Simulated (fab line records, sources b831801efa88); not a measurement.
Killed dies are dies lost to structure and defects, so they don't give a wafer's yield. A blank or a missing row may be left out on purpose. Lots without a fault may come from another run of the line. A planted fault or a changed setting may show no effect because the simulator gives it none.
fab line records | flow sky130
record lots=5 wafers=15 last_day=50
route steps=708 shown PASSIVATION@691 PAD_OPEN@694
lots that met no fault: from a run of the same line without faults
start_h: hours from the record's first day to the start of the lot's first wafer shown | wait_h: hours since the lot's step before | " the same as in the row above | L1.1+2: a row that stands for several wafers | - no value, or no start given | * or withheld: withheld | < > ~ a bound
route shown NAME@n: a module of which the file shows steps, and the number in the route of the first | usual: mean/standard deviation of fault-free wafers | same: alike in all rows | chamber/n: place in a boat | sites: the reading at each site | _std_site: their standard deviation | _edge_site: outer sites' mean less inner sites' | radius_mm: how far each site lies from the wafer's centre | mask NAME#n: copy n | behind: the tool/chamber that last shaped the wafer | hold: why the lot was held/for how many hours/how that ended | device: the transistor (n, p or np) that didn't switch | end of line: the same wafers' tests at the end of the route | a step without rows: its recipe alone | killed: dies lost to structure and defects at the first sort, not the wafer's yield | map: a wafer's dies, x killed, . not, _ none there
set.NAME: the setting as run; set.NAME@STEP: as run at that earlier step | model.NAME: the simulator's own value behind a step, which no gauge read
lots at some steps of the route; a table a step, a row a wafer
services: from which hour (start_h, from the record's first day; less than 0 if before it) a tool's chamber was out of use, for how many hours, and why
## steps
# step SKY_PASSIVATION_DEVELOP_10
# recipe develop_time_s=60 dev_temp_c=23
# step SKY_PASSIVATION_ETCH_11
# recipe chemistry=CF4/O2 target_depth_nm=725 stop_on=AlCu source_w=800 bias_w=150 pressure_mtorr=150 cf4_flow_sccm=80 O2_flow_sccm=10 time_s=161.1
# usual chamber_pressure_mTorr=150.00/0.14 drypump_motor_current_A=5.8/0.42 oes_product_au=0.977/0.006 throttle_valve_pct=5.963/0.0083
# same time_s=161.1
# columns lot.wafer tool chamber start_h wait_h chamber_pressure_mTorr drypump_motor_current_A oes_product_au rf_hours_counter_h throttle_valve_pct
L961.2 rie_diel-02 0 1064.87 - 150.02 5.2 0.975 6 5.964
L961.5 " 2 " " 150.07 6.2 0.987 - 5.966
L961.6 " 3 " " 149.86 6.0 0.977 - 5.947
L963.3 rie_diel-02 1 1080.57 - 149.86 5.8 0.982 10 5.974
L963.4 " 3 " " 149.86 6.0 0.979 10 5.960
L963.5 " 1 " " 149.88 5.8 0.970 - 5.953
L974.3 rie_diel-04 0 1142.21 - 149.92 6.0 0.981 9 5.963
L974.4 " 2 " " 150.04 5.5 0.982 24 5.964
L974.5 " 1 " " 149.90 5.5 0.976 - 5.971
L977.3 rie_diel-02 2 1157.77 - 150.02 6.2 0.980 16 5.961
L977.4 " 3 " " 149.92 5.9 0.980 12 5.956
L977.5 " 1 " " 150.30 5.8 0.974 - 5.942
L982.1 rie_diel-02 2 1179.57 - 149.90 6.2 0.972 17 5.957
L982.3 " 1 " " 150.03 5.9 0.980 14 5.958
L982.6 " 1 " " 149.83 5.8 0.971 - 5.956
# step SKY_PASSIVATION_STRIP_12
# recipe chemistry=O2/N2 power_w=1400 pressure_mtorr=1500 platen_temp_c=withheld overash_fraction=0.7 o2_flow_sccm=3000 n2_flow_sccm=300
# usual chamber_pressure_mTorr=1499.9/1.3 drypump_motor_current_A=5.3/0.36 oes_product_au=0.660/0.0046 strip_time_to_endpoint_s=31.59/0.11
# columns lot.wafer tool chamber start_h wait_h chamber_pressure_mTorr drypump_motor_current_A oes_product_au rf_hours_counter_h strip_time_to_endpoint_s
L961.2 plasma_asher-04 1 1064.97 0.1 1500.1 5.4 0.666 91 31.60
L961.5 " 0 " " 1498.0 5.1 0.659 - 31.35
L961.6 " 1 " " 1497.0 5.4 0.665 - 31.41
L963.3 plasma_asher-04 1 1080.71 0.1 1497.9 5.3 0.660 - 31.68
L963.4 " 0 " " 1502.2 5.1 0.665 - 31.64
L963.5 " 0 " " 1501.5 5.1 0.654 - 31.71
L974.3 plasma_asher-01 0 1142.35 0.1 1501.3 5.1 0.657 - 31.47
L974.4 " 1 " " 1500.4 5.0 0.657 - 31.57
L974.5 " 1 " " 1499.7 5.0 0.659 - 31.43
L977.3 plasma_asher-03 0 1157.91 0.1 1499.2 6.1 0.665 - 31.35
L977.4 " 1 " " 1499.2 5.3 0.658 - 31.41
L977.5 " 0 " " 1500.4 6.1 0.652 - 31.80
L982.1 plasma_asher-03 1 1179.68 0.1 1501.0 5.3 0.655 38 31.59
L982.3 " 0 " " 1500.6 6.1 0.654 - 31.80
L982.6 " 1 " " 1497.2 5.3 0.665 - 31.78
# step SKY_PAD_OPEN_DEHYDRATE_00
# recipe temp_c=200 time_s=60
# step SKY_PAD_OPEN_HMDS_01
# recipe prime_time_s=60 prime_temp_c=120
# step SKY_PAD_OPEN_COAT_02
# recipe spin_rpm=2000 resist_thk_nm=3000
# step SKY_PAD_OPEN_SOFTBAKE_03
# recipe temp_c=110 time_s=withheld
# step SKY_PAD_OPEN_EXPOSE_04
# recipe mask_id=PDM target_cd_nm=60000 na=0.57 dose_mj=260
# step SKY_PAD_OPEN_PEB_05
# recipe temp_c=115 time_s=withheld
# step SKY_PAD_OPEN_DEVELOP_06
# recipe develop_time_s=60 dev_temp_c=23
# step SKY_PAD_OPEN_ETCH_07
# recipe chemistry=CF4/O2 target_depth_nm=725 stop_on=AlCu source_w=800 bias_w=150 pressure_mtorr=150 cf4_flow_sccm=80 O2_flow_sccm=10 time_s=161.1
# usual chamber_pressure_mTorr=150.00/0.13 drypump_motor_current_A=5.9/0.51 oes_product_au=0.977/0.0074 throttle_valve_pct=5.965/0.0095
# same time_s=161.1
# columns lot.wafer tool chamber start_h wait_h chamber_pressure_mTorr drypump_motor_current_A oes_product_au rf_hours_counter_h throttle_valve_pct
L961.2 rie_diel-01 0 1086.41 - 149.89 5.5 0.984 34 5.975
L961.5 " 2 " " 149.81 6.8 0.985 - 5.976
L961.6 " 3 " " 150.03 5.5 0.984 - 5.951
L963.3 rie_diel-03 0 1100.38 - 150.10 6.6 0.975 6 5.953
L963.4 " 3 " " 149.91 6.4 0.982 30 5.962
L963.5 " 2 " " 150.01 6.1 0.984 - 5.941
L974.3 rie_diel-01 2 1160.21 - 150.22 6.7 0.981 20 5.960
L974.4 " 1 " " 150.01 5.5 0.983 25 5.963
L974.5 " 2 " " 149.90 6.8 0.974 - 5.983
L977.3 rie_diel-04 3 1174.81 - 150.25 6.3 0.968 22 5.961
L977.4 " 2 " " 150.27 5.5 0.983 26 5.974
L977.5 " 3 " " 149.85 6.3 0.978 - 5.958
L982.1 rie_diel-04 2 1195.31 - 150.16 5.5 0.972 26 5.957
L982.3 " 1 " " 149.71 5.5 0.983 14 5.966
L982.6 " 0 " " 150.02 5.9 0.984 - 5.953
# step SKY_PAD_OPEN_STRIP_08
# recipe chemistry=O2/N2 power_w=1400 pressure_mtorr=1500 platen_temp_c=withheld overash_fraction=0.7 o2_flow_sccm=3000 n2_flow_sccm=300
# usual chamber_pressure_mTorr=1500.1/1.4 drypump_motor_current_A=5.17/0.24 oes_product_au=0.664/0.005
# columns lot.wafer tool chamber start_h wait_h chamber_pressure_mTorr drypump_motor_current_A oes_product_au rf_hours_counter_h
L961.2 plasma_asher-01 1 1086.52 0.1 1499.3 5.03 0.663 69
L961.5 " 0 " " 1499.4 5.06 0.659 -
L961.6 " 1 " " 1503.2 5.00 0.661 -
L963.3 plasma_asher-02 0 1100.52 0.1 1501.0 4.95 0.663 -
L963.4 " 1 " " 1499.8 5.66 0.669 -
L963.5 " 0 " " 1498.4 4.95 0.665 -
L974.3 plasma_asher-02 1 1160.35 0.1 1501.4 5.66 0.665 -
L974.4 " 0 " " 1500.5 4.94 0.664 -
L974.5 " 0 " " 1502.6 4.93 0.663 -
L977.3 plasma_asher-04 1 1174.95 0.1 1497.9 5.37 0.663 -
L977.4 " 0 " " 1497.9 5.11 0.666 -
L977.5 " 1 " " 1499.2 5.38 0.671 -
L982.1 plasma_asher-01 1 1195.42 0.1 1501.3 5.03 0.668 79
L982.3 " 0 " " 1497.8 5.07 0.664 -
L982.6 " 1 " " 1500.2 5.00 0.661 -
# step SKY_PAD_OPEN_STRIP_09
# recipe chemistry=post_etch_residue_remover time_s=1200 temp_c=72.5
# usual run_length_s=1227/3.1
# columns lot.wafer tool chamber start_h wait_h run_length_s
L961.2 wet_bench-03 3 1086.62 0.1 1225
L961.5 " 3 " " 1225
L961.6 " 3 " " 1225
L963.3 wet_bench-02 2 1100.58 0.0 1233
L963.4 " 2 " " 1233
L963.5 " 2 " " 1233
L974.3 wet_bench-04 3 1160.64 0.3 1225
L974.4 " 3 " " 1225
L974.5 " 3 " " 1225
L977.3 wet_bench-03 2 1175.02 0.0 1281
L977.4 " 2 " " 1281
L977.5 " 2 " " 1281
L982.1 wet_bench-02 3 1195.57 0.1 1227
L982.3 " 3 " " 1227
L982.6 " 3 " " 1227
# step SKY_PAD_OPEN_CLEAN_10
# recipe chemistry=IPA time_s=180 temp_c=25
# step SKY_PAD_OPEN_PROBE_99
# usual defect_limited_yield=82.4/2.1 killed_at_M0_to_M3=44/7.3 killed_at_M4_up=3.0/1.9 killed_at_contacts=24/5 killed_at_front_end=16/4.5 killed_at_other=0.3/0.46 killed_dies=87/10 killed_open=47/8.3 killed_short=39/6.4 sort_bin_3_pad_short=0.8/0.43 sort_bin_5_function=10.5/1.6 sort_bin_6_memory=6.3/1.1 sort_n_pass=405/10 sort_yield_pct=82.4/2.1
# same gross_dies=492 killed_at_back_side=0 sort_bin_4_leakage[%]=0 sort_bin_8_speed[%]=0
# columns lot.wafer tool chamber start_h wait_h defect_limited_yield[%] killed_at_M0_to_M3 killed_at_M4_up killed_at_contacts killed_at_front_end killed_at_other killed_dies killed_open killed_short sort_bin_3_pad_short[%] sort_bin_5_function[%] sort_bin_6_memory[%] sort_n_pass sort_yield_pct[%]
L961.2 prober-01 - 1088.80 0.1 81.7 51 4 15 19 1 90 45 45 1.2 11.2 5.9 402 81.7
L961.5 prober-01 - 1088.95 0.2 82.7 44 1 25 15 0 85 48 37 0.8 10.4 6.1 407 82.7
L961.6 prober-01 - 1089.00 0.2 81.5 51 4 22 14 0 91 53 38 1.4 10.8 6.3 401 81.5
L963.3 prober-01 - 1102.83 0.2 78.7 56 2 27 20 0 105 66 39 1.8 12.0 7.5 387 78.7
L963.4 prober-01 - 1102.88 0.2 80.1 50 4 23 21 0 98 62 36 1.6 12.4 5.9 394 80.1
L963.5 prober-01 - 1102.93 0.2 77.4 58 8 24 21 0 111 66 45 0.6 14.4 7.5 381 77.4
L974.3 prober-02 - 1162.85 0.2 81.3 45 6 23 18 0 92 52 40 1.2 11.2 6.3 400 81.3
L974.4 prober-02 - 1162.90 0.2 83.5 41 5 23 12 0 81 43 38 0.6 10.6 5.3 411 83.5
L974.5 prober-02 - 1162.95 0.2 85.0 43 1 16 13 1 74 33 41 0.6 9.6 4.9 418 85.0
L982.1 prober-02 - 1197.68 0.1 82.7 49 4 18 14 0 85 36 49 1.0 8.5 7.7 407 82.7
L982.3 prober-02 - 1197.78 0.2 78.7 49 4 34 18 0 105 60 45 1.0 13.0 7.3 387 78.7
L982.6 prober-02 - 1197.93 0.2 82.1 40 1 28 19 0 88 49 39 0.4 11.2 6.3 404 82.1
# killed by level:class
L961.2 VIA1:geometric_particle:open=9 VIA3:geometric_particle:open=8 METAL2:geometric_particle:short=8 FIELD_ISO:geometric_particle:open=7 FIELD_ISO:geometric_particle:short=6 VIA2:geometric_particle:open=6 VIA3:geometric_particle:short=4 CONTACT:geometric_particle:short=4
L961.5 VIA3:geometric_particle:open=9 VIA1:geometric_particle:open=8 VIA2:geometric_particle:open=7 CONTACT:geometric_particle:open=6 FIELD_ISO:geometric_particle:open=5 LOCAL_INTERCONNECT:geometric_particle:short=5 LOCAL_INTERCONNECT:geometric_particle:open=5 CONTACT:geometric_particle:short=5
L961.6 VIA2:geometric_particle:open=12 LI_CONTACT:geometric_particle:open=8 VIA1:geometric_particle:short=8 VIA3:geometric_particle:open=8 VIA3:geometric_particle:short=6 FIELD_ISO:geometric_particle:open=5 METAL3:geometric_particle:short=4 POLY_GATE:geometric_particle:open=4
L963.3 CONTACT:geometric_particle:open=14 VIA1:geometric_particle:open=12 VIA3:geometric_particle:open=10 FIELD_ISO:geometric_particle:open=8 LI_CONTACT:geometric_particle:open=6 VIA1:geometric_particle:short=6 VIA2:geometric_particle:open=5 FIELD_ISO:geometric_particle:short=5
L963.4 VIA1:geometric_particle:open=12 CONTACT:geometric_particle:open=10 VIA3:geometric_particle:open=8 FIELD_ISO:geometric_particle:open=7 LI_CONTACT:geometric_particle:open=7 VIA3:geometric_particle:short=6 VIA1:geometric_particle:short=5 VIA2:geometric_particle:open=5
L963.5 VIA3:geometric_particle:open=12 CONTACT:geometric_particle:open=12 VIA1:geometric_particle:open=11 VIA1:geometric_particle:short=8 POLY_GATE:geometric_particle:open=7 VIA2:geometric_particle:open=7 VIA3:geometric_particle:short=6 LI_CONTACT:geometric_particle:open=5
L974.3 VIA1:geometric_particle:open=12 CONTACT:geometric_particle:open=9 VIA3:geometric_particle:open=7 FIELD_ISO:geometric_particle:open=6 VIA2:geometric_particle:open=6 METAL2:geometric_particle:short=6 LI_CONTACT:geometric_particle:open=5 FIELD_ISO:geometric_particle:short=4
L974.4 METAL1:geometric_particle:short=10 CONTACT:geometric_particle:open=9 VIA3:geometric_particle:open=8 VIA1:geometric_particle:open=6 LI_CONTACT:geometric_particle:open=6 FIELD_ISO:geometric_particle:open=5 METAL4:geometric_particle:short=4 VIA2:geometric_particle:short=4
L974.5 VIA1:geometric_particle:open=10 METAL1:geometric_particle:short=8 LI_CONTACT:geometric_particle:open=7 FIELD_ISO:geometric_particle:short=4 FIELD_ISO:geometric_particle:open=4 LI_CONTACT:geometric_particle:short=4 VIA2:geometric_particle:open=4 VIA3:geometric_particle:short=4
L982.1 METAL1:geometric_particle:short=10 METAL2:geometric_particle:short=8 VIA1:geometric_particle:open=6 VIA2:geometric_particle:open=6 CONTACT:geometric_particle:open=5 VIA1:geometric_particle:short=5 FIELD_ISO:geometric_particle:open=4 FIELD_ISO:geometric_particle:short=4
L982.3 CONTACT:geometric_particle:open=14 VIA1:geometric_particle:open=12 VIA3:geometric_particle:open=12 LI_CONTACT:geometric_particle:open=6 METAL2:geometric_particle:short=6 FIELD_ISO:geometric_particle:open=5 METAL1:geometric_particle:short=5 LOCAL_INTERCONNECT:geometric_particle:short=5
L982.6 CONTACT:geometric_particle:open=13 LI_CONTACT:geometric_particle:open=7 FIELD_ISO:geometric_particle:open=6 VIA1:geometric_particle:open=6 VIA1:geometric_particle:short=5 METAL1:geometric_particle:short=5 VIA2:geometric_particle:open=5 METAL3:geometric_particle:short=4
## services
# columns tool chamber start_h hours kind
plasma_asher-02 - 1045.63 14.6 pm
rie_diel-01 1 1050.91 5.4 repair
plasma_asher-02 - 1060.23 9.0 pm
plasma_asher-02 0 1060.23 9.0 vent_cycle
plasma_asher-02 1 1060.23 9.0 vent_cycle
rie_diel-02 1 1066.55 4.2 repair
rie_diel-01 - 1068.72 0.2 repair
rie_diel-02 2 1070.16 1.7 repair
rie_diel-03 3 1078.97 5.9 repair
plasma_asher-02 - 1084.42 4.3 pm
plasma_asher-03 - 1084.63 0.3 repair
wet_bench-04 - 1088.91 4.4 repair
rie_diel-01 - 1099.59 28.1 pm
rie_diel-04 0 1111.38 5.0 repair
rie_diel-01 - 1129.15 1.0 repair
plasma_asher-03 - 1139.93 2.4 repair
rie_diel-04 1 1148.63 6.1 repair
rie_diel-01 1 1149.11 6.7 repair
plasma_asher-02 - 1157.77 2.0 repair
plasma_asher-04 - 1158.25 3.0 repair
rie_diel-03 3 1172.66 7.7 repair
rie_diel-02 2 1191.08 3.8 repair
rie_diel-04 0 1191.25 4.0 repair
wet_bench-03 - 1195.22 1.9 pm
## key
first_sign step=SKY_PAD_OPEN_STRIP_09 reading=run_length_s direction=up sigmas=17 usual=* struck=*
effect none on later readings
met_at SKY_PAD_OPEN_STRIP_09
struck_wafers L977.3,L977.4,L977.5
fault kind=process_parameter_drift tool=wet_bench-03 chamber=2 onset_h=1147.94 steps=SKY_PAD_OPEN_STRIP_09 channel=time_s offset=* shape=step end_h=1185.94 acts_in=* stated=*
